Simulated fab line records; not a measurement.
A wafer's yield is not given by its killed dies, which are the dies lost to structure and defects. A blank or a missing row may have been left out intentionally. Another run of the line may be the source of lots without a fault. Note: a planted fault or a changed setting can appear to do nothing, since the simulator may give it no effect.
fab line records    flow sky130
record lots=6  wafers=18  last-day=49
route steps=708 shown VIA3@576 PAD_OPEN@708
lots that met no fault: from a run of the same line without faults
start-h: start of the lot's first displayed wafer, in hours after the record's first day    wait-h: time in hours since the lot's previous step    " same as the row above    L1.1+2: a single row standing in for several wafers    - no value present, or no start provided    * or withheld: withheld    < > ~ a bound
route shown NAME@n: names a module that has steps shown in the file, with the first one's number in the route    usual: mean and standard deviation over wafers with no fault    same: alike in all rows    chamber/n: place in a boat    sites: each site's reading    _std_site: standard deviation across them    _edge_site: mean of outer sites minus mean of inner sites    radius-mm: how far each site lies from the wafer's centre    mask NAME#n: copy n    behind: the most recent tool/chamber to have shaped the wafer    hold: why the lot was held/for how many hours/how that ended    device: which transistor (n, p or np) failed to switch    end of line: tests run on the same wafers once the route is complete    a step with no rows: only its recipe    killed: not the wafer's yield, but the dies lost to structure and defects at the first sort    map: a wafer's dies, x killed, . not, _ none there
set.NAME: setting as actually run; set.NAME@STEP: the setting as run at that earlier step    model.NAME: the simulator's own value behind a step, which no gauge read
lots at selected steps of the route; one table per step, one row per wafer
services: a tool's chamber out of use, with start hour (start-h, from the record's first day; less than 0 if before it), hours out, and reason
## steps
# step SKY_VIA3_BOW_MEAS_03
# recipe mode=bow
# usual VIA3_BOW=80/7.3
lot.wafer  tool           chamber  start-h  wait-h  VIA3_BOW[um]
L697.1     film-metro-03  -        916.23   0.2     88
L697.2     "              -        "        "       88
L697.4     "              -        "        "       96
L699.2     film-metro-04  -        937.95   0.2     79
L699.5     "              -        "        "       79
L699.6     "              -        "        "       85
L710.1     film-metro-02  -        1004.98  0.2     79
L710.2     "              -        "        "       82
L710.4     "              -        "        "       77
L711.2     film-metro-02  -        1015.63  0.2     74
L711.3     "              -        "        "       78
L711.6     "              -        "        "       82
L712.3     film-metro-02  -        1028.21  0.1     77
L712.5     "              -        "        "       77
L712.6     "              -        "        "       87
L715.2     film-metro-04  -        1042.31  0.2     70
L715.4     "              -        "        "       81
L715.5     "              -        "        "       78
# step SKY_VIA3_DEHYDRATE_04
# recipe temp-c=200  time-s=60
# step SKY_VIA3_HMDS_05
# recipe prime-time-s=60  prime-temp-c=120
# step SKY_VIA3_COAT_06
# recipe resist=BARC  temp-c=withheld  time-s=withheld  spin-rpm=3000  resist-thk-nm=60
# step SKY_VIA3_COAT_07
# recipe resist=KrF-thick  spin-rpm=3000  resist-thk-nm=450
# step SKY_VIA3_SOFTBAKE_08
# recipe temp-c=100  time-s=90  resist=KrF-thick
# step SKY_VIA3_EXPOSE_09
# recipe mask-id=VIM3  na=0.8  source-shape=annular  sigma-inner=0.55  sigma-outer=0.85  target-cd-nm=200  dose-mj=38
# step SKY_VIA3_PEB_10
# recipe peb-temp-c=withheld  peb-time-s=withheld  resist=KrF-thick
# step SKY_VIA3_DEVELOP_11
# recipe develop-time-s=60  resist=KrF-thick  dev-temp-c=21
# step SKY_VIA3_CD_MEAS_12
# recipe target-cd-nm=200
# usual cd-nm=199.5/1.5
lot.wafer  tool       chamber  start-h  wait-h  cd-nm
L697.1     cd-sem-01  -        940.29   -       202.2
L697.2     "          -        "        "       202.5
L697.4     "          -        "        "       202.0
L699.2     cd-sem-02  -        961.66   -       199.7
L699.5     "          -        "        "       199.3
L699.6     "          -        "        "       199.5
L710.1     cd-sem-01  -        1028.58  -       200.6
L710.2     "          -        "        "       201.4
L710.4     "          -        "        "       201.3
L711.2     cd-sem-02  -        1038.97  -       200.3
L711.3     "          -        "        "       200.6
L711.6     "          -        "        "       200.5
L712.3     cd-sem-01  -        1050.57  -       200.9
L712.5     "          -        "        "       199.4
L712.6     "          -        "        "       201.3
L715.2     cd-sem-02  -        1063.92  -       196.8
L715.4     "          -        "        "       196.4
L715.5     "          -        "        "       196.6
# step SKY_VIA3_OVL_MEAS_13
# usual VIA3_OVL=1/6
lot.wafer  tool        chamber  start-h  wait-h  VIA3_OVL[nm]
L697.1     overlay-02  -        940.41   0.1     5
L697.2     "           -        "        "       -2
L697.4     "           -        "        "       -3
L699.2     overlay-02  -        961.77   0.1     -4
L699.5     "           -        "        "       -4
L699.6     "           -        "        "       -7
L710.1     overlay-02  -        1028.70  0.1     19
L710.2     "           -        "        "       3
L710.4     "           -        "        "       10
L711.2     overlay-02  -        1039.08  0.1     3
L711.3     "           -        "        "       4
L711.6     "           -        "        "       7
L712.3     overlay-01  -        1050.66  0.1     -5
L712.5     "           -        "        "       -4
L712.6     "           -        "        "       4
L715.2     overlay-01  -        1064.03  0.1     0
L715.4     "           -        "        "       7
L715.5     "           -        "        "       0
# step SKY_VIA3_ETCH_14
# recipe chemistry=N2/H2  target=BARC  ion-energy-ev=200  source-w=500  bias-w=100  pressure-mtorr=30  n2-flow-sccm=100  h2-flow-sccm=200  stop-on=SiO2  time-s=45.9  target-depth-a=600
# usual drypump-motor-current-A=5.7/0.41  oes-product-au=0.855/0.0049  run-length-s=74.3/0.49  throttle-valve-pct=13.224/0.01
# same time-s=45.9
lot.wafer  tool         chamber  start-h  wait-h  drypump-motor-current-A  oes-product-au  rf-hours-counter-h  run-length-s  throttle-valve-pct
L697.1     rie-diel-02  2        940.45   0.0     6.1                      0.855           11                  74.6          13.234
L697.2     "            3        "        "       6.0                      0.849           25                  75.0          13.225
L697.4     "            1        "        "       6.1                      0.856           17                  73.8          13.217
L699.2     rie-diel-01  0        961.80   0.0     6.1                      0.860           12                  74.3          13.231
L699.5     "            3        "        "       5.0                      0.847           -                   73.7          13.228
L699.6     "            0        "        "       6.1                      0.856           -                   73.9          13.226
L710.1     rie-diel-02  2        1028.74  0.0     6.1                      0.859           14                  74.7          13.228
L710.2     "            1        "        "       6.1                      0.855           20                  73.9          13.234
L710.4     "            3        "        "       6.0                      0.856           28                  75.1          13.219
L711.2     rie-diel-02  2        1039.11  0.0     6.2                      0.859           14                  74.7          13.225
L711.3     "            3        "        "       6.0                      0.851           29                  75.2          13.232
L711.6     "            2        "        "       6.2                      0.862           -                   74.6          13.207
L712.3     rie-diel-04  2        1050.69  0.0     5.1                      0.854           14                  74.2          13.218
L712.5     "            3        "        "       5.6                      0.860           -                   74.3          13.233
L712.6     "            2        "        "       5.1                      0.855           -                   74.3          13.234
L715.2     rie-diel-01  3        1064.06  0.0     5.0                      0.859           1                   74.3          13.221
L715.4     "            0        "        "       6.1                      0.857           15                  73.9          13.219
L715.5     "            2        "        "       5.6                      0.849           -                   73.4          13.240
# step SKY_VIA3_ETCH_15
# recipe target=SiO2  chemistry=C4F8/O2/Ar  target-depth-nm=507  stop-on=TiN  mask-material=KrF-thick  source-w=1500  bias-w=1200  pressure-mtorr=40  c4f8-flow-sccm=withheld  O2_flow_sccm=6  Ar_flow_sccm=300  time-s=78
# usual oes-product-au=0.946/0.0047  run-length-s=106.3/0.46
lot.wafer  tool         chamber  start-h  wait-h  oes-product-au  rf-hours-counter-h  run-length-s  model.VIA3.feature-depth-nm  model.etch.depth-nm  model.KrF-thick_of_VIA3_COAT_07.thk-nm
L697.1     rie-diel-02  2        940.49   0.0     0.939           11                  106.5         464                          464                  290.6
L697.2     "            3        "        "       0.940           25                  107.1         464.4                        464.4                290
L697.4     "            1        "        "       0.939           17                  105.8         462.7                        462.7                288.1
L699.2     rie-diel-01  0        961.84   0.0     0.955           12                  106.2         465.4                        465.4                288.2
L699.5     "            3        "        "       0.944           -                   105.7         465.7                        465.7                290.1
L699.6     "            0        "        "       0.943           -                   106.2         464.9                        464.9                287.1
L710.1     rie-diel-02  2        1028.78  0.0     0.942           14                  106.7         463.5                        463.5                292.2
L710.2     "            1        "        "       0.947           20                  106.1         462.4                        462.4                294
L710.4     "            3        "        "       0.995           28                  94.9          426.3                        426.3                307.8
L711.2     rie-diel-02  2        1039.15  0.0     0.942           14                  107.2         465.3                        465.3                291.9
L711.3     "            3        "        "       1.007           29                  94.7          428.9                        428.9                308.5
L711.6     "            2        "        "       0.950           -                   106.7         465.9                        465.9                292.3
L712.3     rie-diel-04  2        1050.73  0.0     0.943           14                  106.1         463.8                        463.8                289.4
L712.5     "            3        "        "       0.946           -                   106.5         464.6                        464.6                291.2
L712.6     "            2        "        "       0.948           -                   105.9         463.8                        463.8                290.5
L715.2     rie-diel-01  3        1064.10  0.0     0.951           1                   105.8         465                          465                  294
L715.4     "            0        "        "       0.945           15                  105.9         464.3                        464.3                292.2
L715.5     "            2        "        "       0.947           -                   105.5         464.7                        464.7                292
# step SKY_VIA3_STRIP_16
# recipe chemistry=O2/N2  power-w=1400  pressure-mtorr=1500  platen-temp-c=withheld  o2-flow-sccm=3000  n2-flow-sccm=300  overash-fraction=0.5
# usual drypump-motor-current-A=5.9/0.43  oes-product-au=0.402/0.0045  strip-time-to-endpoint-s=4.126/0.022
lot.wafer  tool             chamber  start-h  wait-h  drypump-motor-current-A  oes-product-au  rf-hours-counter-h  strip-time-to-endpoint-s
L697.1     plasma-asher-03  0        940.55   0.0     6.1                      0.398           86                  4.121
L697.2     "                1        "        "       5.5                      0.402           86                  4.130
L697.4     "                1        "        "       5.5                      0.399           -                   4.098
L699.2     plasma-asher-03  1        961.90   0.0     5.5                      0.407           89                  4.110
L699.5     "                0        "        "       6.1                      0.408           -                   4.109
L699.6     "                1        "        "       5.5                      0.404           -                   4.086
L710.1     plasma-asher-02  1        1028.84  0.0     6.2                      0.406           126                 4.142
L710.2     "                0        "        "       5.4                      0.402           126                 4.160
L710.4     "                0        "        "       5.4                      0.410           -                   4.304
L711.2     plasma-asher-01  1        1039.21  0.0     5.7                      0.404           31                  4.131
L711.3     "                0        "        "       6.7                      0.403           -                   4.311
L711.6     "                1        "        "       5.8                      0.408           -                   4.140
L712.3     plasma-asher-02  1        1050.82  0.1     6.2                      0.403           -                   4.102
L712.5     "                0        "        "       5.4                      0.405           -                   4.118
L712.6     "                1        "        "       6.2                      0.397           -                   4.123
L715.2     plasma-asher-03  0        1064.16  0.0     6.1                      0.398           99                  4.157
L715.4     "                1        "        "       5.5                      0.397           -                   4.144
L715.5     "                1        "        "       5.5                      0.405           -                   4.144
# step SKY_VIA3_STRIP_17
# recipe chemistry=post-etch-residue-remover  time-s=1200  temp-c=72.5
# step SKY_PAD_OPEN_PROBE_99
# usual defect-limited-yield=82.2/1.9  killed_at_M0_to_M3=44/6.6  killed_at_M4_up=3.4/1.9  killed-at-contacts=25/5.6  killed-at-front-end=15/4.6  killed-at-other=0.3/0.6  killed-dies=88/9.5  killed-open=47/7.1  killed-short=40/6.4
# same gross-dies=492  killed-at-back-side=0
lot.wafer  tool       chamber  start-h  wait-h  defect-limited-yield[%]  killed_at_M0_to_M3  killed_at_M4_up  killed-at-contacts  killed-at-front-end  killed-at-other  killed-dies  killed-open  killed-short  model.etest.tester.sort-n-pass  model.etest.tester.sort-yield-pct  model.etest.tester.sort_bin_5_pct  model.etest.sram-nfet-pass.under-floor  model.etest.cap-thick-oxide.under-floor  model.etest.pfet_01v8.under-floor  model.etest.res-poly.open  model.etest.res-pdiff.open
L697.1     prober-02  -        1085.71  0.1     82.5                     42                  2                28                  14                   0                86           52           34            406                             82.52                              11.18                              0                                       0                                        0                                  0                          0
L697.2     prober-02  -        1085.76  0.1     82.7                     43                  4                28                  10                   0                85           41           42            407                             82.72                              12.4                               0                                       0                                        0                                  0                          0
L697.4     prober-02  -        1085.86  0.2     82.3                     45                  4                22                  16                   0                87           47           38            405                             82.32                              9.959                              0                                       0                                        0                                  0                          0
L699.2     prober-02  -        1104.76  0.1     81.5                     53                  5                25                  8                    0                91           49           42            401                             81.5                               11.59                              0                                       0                                        0                                  0                          0
L699.5     prober-02  -        1104.91  0.2     84.1                     46                  5                17                  10                   0                78           38           40            414                             84.15                              10.16                              0                                       0                                        0                                  0                          0
L699.6     prober-02  -        1104.96  0.2     84.3                     42                  9                19                  7                    0                77           43           34            415                             84.35                              8.943                              0                                       0                                        0                                  0                          0
L710.1     prober-01  -        1158.67  0.1     81.9                     47                  3                20                  19                   0                89           48           41            403                             81.91                              10.16                              0                                       0                                        0                                  0                          0
L710.2     prober-01  -        1158.72  0.1     81.1                     46                  4                19                  23                   1                93           49           44            399                             81.1                               10.16                              0                                       0                                        0                                  0                          0
L710.4     prober-01  -        1158.82  0.2     85.4                     35                  2                25                  10                   0                72           46           26            5                               1.016                              91.87                              1                                       1                                        1                                  1                          1
L711.2     prober-02  -        1166.04  0.1     82.1                     43                  2                25                  18                   0                88           52           35            404                             82.11                              10.98                              0                                       0                                        0                                  0                          0
L711.3     prober-02  -        1166.09  0.2     81.1                     52                  4                24                  13                   0                93           47           46            1                               0.2033                             91.87                              1                                       1                                        1                                  1                          1
L711.6     prober-02  -        1166.24  0.2     80.3                     43                  2                34                  18                   0                97           54           43            395                             80.28                              12.2                               0                                       0                                        0                                  0                          0
L712.3     prober-01  -        1175.86  0.2     82.1                     48                  7                24                  9                    0                88           41           47            404                             82.11                              10.77                              0                                       0                                        0                                  0                          0
L712.5     prober-01  -        1175.96  0.2     82.3                     47                  3                15                  19                   3                87           36           49            405                             82.32                              8.74                               0                                       0                                        0                                  0                          0
L712.6     prober-01  -        1176.01  0.2     81.1                     39                  6                24                  24                   0                93           44           49            399                             81.1                               12.6                               0                                       0                                        0                                  0                          0
L715.2     prober-01  -        1185.72  0.1     80.9                     44                  10               20                  20                   0                94           49           45            398                             80.89                              10.37                              0                                       0                                        0                                  0                          0
L715.4     prober-01  -        1185.82  0.2     81.1                     37                  3                28                  25                   0                93           50           43            399                             81.1                               10.57                              0                                       0                                        0                                  0                          0
L715.5     prober-01  -        1185.87  0.2     84.3                     42                  1                22                  12                   0                77           41           36            415                             84.35                              9.959                              0                                       0                                        0                                  0                          0
# killed by level:class
L697.1 VIA1:geometric-particle:open=11 CONTACT:geometric-particle:open=10 VIA3:geometric-particle:open=7 VIA2:geometric-particle:open=7 LI_CONTACT:geometric-particle:open=6 CONTACT:geometric-particle:short=5 LOCAL_INTERCONNECT:geometric-particle:short=4 VIA2:geometric-particle:short=4
L697.2 CONTACT:geometric-particle:open=10 VIA1:geometric-particle:open=10 VIA2:geometric-particle:open=7 LI_CONTACT:geometric-particle:open=6 CONTACT:geometric-particle:short=6 VIA1:geometric-particle:short=5 METAL2:geometric-particle:short=5 FIELD_ISO:geometric-particle:short=4
L697.4 VIA1:geometric-particle:open=12 LI_CONTACT:geometric-particle:open=9 VIA1:geometric-particle:short=8 VIA3:geometric-particle:open=7 CONTACT:geometric-particle:open=5 VIA2:geometric-particle:open=5 METAL3:geometric-particle:short=4 FIELD_ISO:geometric-particle:short=3
L699.2 CONTACT:geometric-particle:open=15 VIA1:geometric-particle:open=12 METAL2:geometric-particle:short=11 CONTACT:geometric-particle:short=7 VIA2:geometric-particle:open=6 VIA1:geometric-particle:short=5 VIA3:geometric-particle:open=5 METAL4:geometric-particle:short=5
L699.5 VIA1:geometric-particle:open=10 METAL2:geometric-particle:short=8 VIA2:geometric-particle:open=8 METAL1:geometric-particle:short=6 CONTACT:geometric-particle:open=5 LI_CONTACT:geometric-particle:short=4 METAL3:geometric-particle:short=4 METAL4:geometric-particle:short=4
L699.6 VIA1:geometric-particle:open=12 LI_CONTACT:geometric-particle:open=9 CONTACT:geometric-particle:open=5 METAL2:geometric-particle:short=5 VIA3:geometric-particle:short=5 VIA2:geometric-particle:open=4 VIA2:geometric-particle:short=4 METAL4:geometric-particle:short=4
L710.1 VIA1:geometric-particle:open=13 METAL2:geometric-particle:short=11 POLY_GATE:geometric-particle:open=6 CONTACT:geometric-particle:open=6 VIA2:geometric-particle:open=6 LI_CONTACT:geometric-particle:open=5 VIA1:geometric-particle:short=4 METAL3:geometric-particle:short=4
L710.2 VIA1:geometric-particle:open=14 POLY_GATE:geometric-particle:short=8 VIA2:geometric-particle:open=7 POLY_GATE:geometric-particle:open=6 CONTACT:geometric-particle:open=5 LOCAL_INTERCONNECT:geometric-particle:short=5 LI_CONTACT:geometric-particle:open=4 VIA1:geometric-particle:short=4
L710.4 VIA1:geometric-particle:open=9 VIA3:geometric-particle:open=8 VIA2:geometric-particle:open=7 LI_CONTACT:geometric-particle:open=6 CONTACT:geometric-particle:open=6 CONTACT:geometric-particle:short=6 POLY_GATE:geometric-particle:open=4 POLY_GATE:geometric-particle:short=3
L711.2 VIA1:geometric-particle:open=13 CONTACT:geometric-particle:open=10 VIA1:geometric-particle:short=7 FIELD_ISO:geometric-particle:open=5 POLY_GATE:geometric-particle:open=5 LI_CONTACT:geometric-particle:open=5 CONTACT:geometric-particle:short=4 VIA3:geometric-particle:open=4
L711.3 VIA2:geometric-particle:open=9 VIA3:geometric-particle:short=8 VIA1:geometric-particle:open=8 LI_CONTACT:geometric-particle:open=7 METAL1:geometric-particle:short=7 CONTACT:geometric-particle:short=6 CONTACT:geometric-particle:open=5 VIA1:geometric-particle:short=5
L711.6 CONTACT:geometric-particle:open=13 VIA1:geometric-particle:open=11 LI_CONTACT:geometric-particle:open=8 METAL1:geometric-particle:short=8 VIA3:geometric-particle:open=8 CONTACT:geometric-particle:short=5 METAL2:geometric-particle:short=5 FIELD_ISO:geometric-particle:short=4
L712.3 CONTACT:geometric-particle:open=9 METAL1:geometric-particle:short=8 VIA1:geometric-particle:open=8 METAL4:geometric-particle:short=7 VIA3:geometric-particle:open=7 VIA1:geometric-particle:short=5 METAL2:geometric-particle:short=5 VIA2:geometric-particle:open=5
L712.5 METAL2:geometric-particle:short=8 VIA3:geometric-particle:open=7 METAL1:geometric-particle:short=7 POLY_GATE:geometric-particle:short=6 LI_CONTACT:geometric-particle:open=5 VIA1:geometric-particle:open=5 VIA2:geometric-particle:open=5 VIA1:geometric-particle:short=4
L712.6 CONTACT:geometric-particle:open=10 VIA3:geometric-particle:open=8 FIELD_ISO:geometric-particle:short=6 POLY_CUT:geometric-particle:short=5 METAL1:geometric-particle:short=5 FIELD_ISO:geometric-particle:open=4 LI_CONTACT:geometric-particle:short=4 LOCAL_INTERCONNECT:geometric-particle:short=4
L715.2 VIA2:geometric-particle:open=10 VIA1:geometric-particle:open=9 FIELD_ISO:geometric-particle:short=7 METAL4:geometric-particle:short=7 LI_CONTACT:geometric-particle:open=7 VIA1:geometric-particle:short=5 CONTACT:geometric-particle:open=5 VIA3:geometric-particle:open=5
L715.4 LI_CONTACT:geometric-particle:open=14 POLY_GATE:geometric-particle:short=9 FIELD_ISO:geometric-particle:open=7 VIA2:geometric-particle:open=6 CONTACT:geometric-particle:open=6 METAL1:geometric-particle:short=6 METAL2:geometric-particle:short=6 VIA1:geometric-particle:open=5
L715.5 VIA1:geometric-particle:open=14 METAL2:geometric-particle:short=9 LI_CONTACT:geometric-particle:open=7 CONTACT:geometric-particle:open=6 METAL3:geometric-particle:short=5 LI_CONTACT:geometric-particle:short=4 METAL1:geometric-particle:short=4 VIA2:geometric-particle:open=4
## services
tool             chamber  start-h  hours  kind
rie-diel-01      -        923.17   4.3    pm
plasma-asher-01  -        927.09   2.5    repair
plasma-asher-02  -        931.11   8.5    repair
rie-diel-01      3        989.98   -      clean
rie-diel-01      3        989.98   -      consumable-replace:showerhead
rie-diel-01      3        989.98   16.1   scheduled-down
rie-diel-01      3        989.98   16.1   vent-cycle
rie-diel-01      -        1003.51  14.6   pm
rie-diel-02      0        1004.77  13.5   repair
rie-diel-01      2        1023.18  8.5    repair
rie-diel-04      1        1024.29  9.4    repair
plasma-asher-03  -        1030.41  2.1    repair
plasma-asher-03  -        1033.73  0.4    repair
plasma-asher-02  -        1055.28  9.0    pm
plasma-asher-02  0        1055.28  9.0    vent-cycle
plasma-asher-02  1        1055.28  9.0    vent-cycle
plasma-asher-01  -        1061.15  12.7   repair
## key
first-sign step=SKY_VIA3_ETCH_15  reading=run-length-s  direction=down  sigmas=25  usual=*  struck=*
effect step=SKY_VIA3_ETCH_15  reading=oes-product-au  direction=up  sigmas=12  usual=0.946  struck=1.001
effect step=SKY_VIA3_STRIP_16  reading=strip-time-to-endpoint-s  direction=up  sigmas=8.4  usual=*  struck=*
model-effect step=SKY_VIA3_ETCH_15  value=VIA3.feature-depth-nm  without=464.7  struck=427.6
model-effect step=SKY_PAD_OPEN_PROBE_99  value=etest.tester.sort-n-pass  without=409.5  struck=3
met-at SKY_VIA3_ETCH_15
struck-wafers L710.4,L711.3
onset-between 940.49 1028.78
fault kind=process-parameter-drift  tool=rie-diel-02  chamber=3  onset-h=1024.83  steps=SKY_VIA3_ETCH_15  channel=time-s  offset=*  shape=step  end-h=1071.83  acts-in=*  stated=*
